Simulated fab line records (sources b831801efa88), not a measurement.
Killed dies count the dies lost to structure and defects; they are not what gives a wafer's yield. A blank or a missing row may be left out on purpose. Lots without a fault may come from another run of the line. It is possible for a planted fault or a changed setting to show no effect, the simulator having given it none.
2 desks looking at one fault ; flow sky130 ; every desk sees just its own numbers, and what lay behind them comes last

## THE TOOL OWNER'S DESK: rieDiel-01
The tool's own readings at SKY_POLY_GATE_ETCH_15 (etches BARC in N2/H2, stops on SiO2, time 118.5 s, target depth 110 nm): means of the sampled wafers that have a number, for each lot that ran on this tool. A lot is out of limits, marked OUT, if its mean lies more than 4 standard deviations from the usual mean; the brackets give that distance.
Columns: A = biasW at SKY_POLY_GATE_ETCH_15, usual 100.02 W; B = drypumpMotorCurrentA at SKY_POLY_GATE_ETCH_15, usual 5.6 A; C = h2FlowSccm at SKY_POLY_GATE_ETCH_15, usual 200.1 sccm; D = oesProductAu at SKY_POLY_GATE_ETCH_15, usual 0.717 a.u.; E = rfFwdPowerW at SKY_POLY_GATE_ETCH_15, usual 496.9 W; F = throttleValvePct at SKY_POLY_GATE_ETCH_15, usual 13.210 %
lot;first seen here;A;B;C;D;E;F
L270;day 16 17:29;100.24;5.3;200.0;0.713;495.5;13.214
L271;day 17 12:11;99.58;5.8;200.1;0.714;497.9;13.202
L273;day 18 04:25;99.93;5.6;199.8;0.725;498.0;13.218
L275;day 18 15:11;100.17;5.6;199.8;0.716;496.5;13.213
L278;day 20 02:59;100.23;5.8;200.1;0.717;497.5;13.204
L281;day 21 04:52;100.05;5.6;200.1;0.718;494.9;13.207
L284;day 21 15:41;99.91;5.9;200.0;0.712;496.2;13.206
L287;day 23 09:17;104.90 (+16) OUT;5.6;199.9;0.717;496.8;13.215
L289;day 23 19:20;104.67 (+16) OUT;5.8;200.5;0.716;498.2;13.204
This desk's finding: out of limits on L287, L289; first on L287, day 23 09:17 (biasW at SKY_POLY_GATE_ETCH_15). L270, L271, L273, L275, L278, L281, L284: within limits.

## THE METROLOGY DESK
Means of the sampled wafers that have a number, per lot and without regard to the tool the lot ran on: this is what the gauges read. A lot is out of limits, marked OUT, if its mean lies more than 4 standard deviations from the usual mean; the brackets give that distance.
Columns: A = VT_ADJUST_HVTP_OVL at SKY_VT_ADJUST_HVTP_OVL_MEAS_08, usual 0.5 nm; B = LDD_HVP_OVL at SKY_LDD_HVP_OVL_MEAS_07, usual 0.4 nm; C = cdNm at SKY_CONTACT_CD_MEAS_14, usual 170.5 nm
lot;first seen here;A;B;C
L270;day 6 13:23;0.3;1.3;170.9
L271;day 6 18:04;3.0;-0.1;171.8
L273;day 7 11:02;-2.7;-1.3;170.9
L275;day 7 20:06;-0.1;3.5;171.9
L278;day 8 09:50;1.6;2.4;169.1
L280;day 8 18:33;2.3;0.7;169.0
L281;day 9 11:25;1.3;0.9;168.9
L284;day 9 16:46;1.2;2.8;171.2
L287;day 11 04:34;-1.0;0.6;171.4
L289;day 11 10:15;-0.7;0.0;168.2
L290;day 12 05:39;0.9;-0.7;170.6
L291;day 12 09:01;-0.1;0.0;171.0
L292;day 12 13:55;0.3;1.4;169.2
This desk's finding: nothing out of limits on any of the 13 lots.

## ALL TOGETHER
At day 23 09:17, on L287, L289, the tool owner's desk was in a position to raise an alarm.
At the metrology desk, nothing out of limits was observed.
The metrology desk holds a record of L287, L289, inside its limits.
On rieDiel-01, each named lot ran SKY_POLY_GATE_ETCH_15.

## WHAT HAD BEEN PUT IN BY THE SIMULATOR
rieDiel-01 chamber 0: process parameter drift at SKY_POLY_GATE_ETCH_15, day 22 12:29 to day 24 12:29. From 100, the setting biasW moved by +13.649. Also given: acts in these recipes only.
Shown lots that were struck: L287, L289.
How many hours passed from the start of the fault until each desk's first out-of-limits reading: the tool owner's desk, 21.
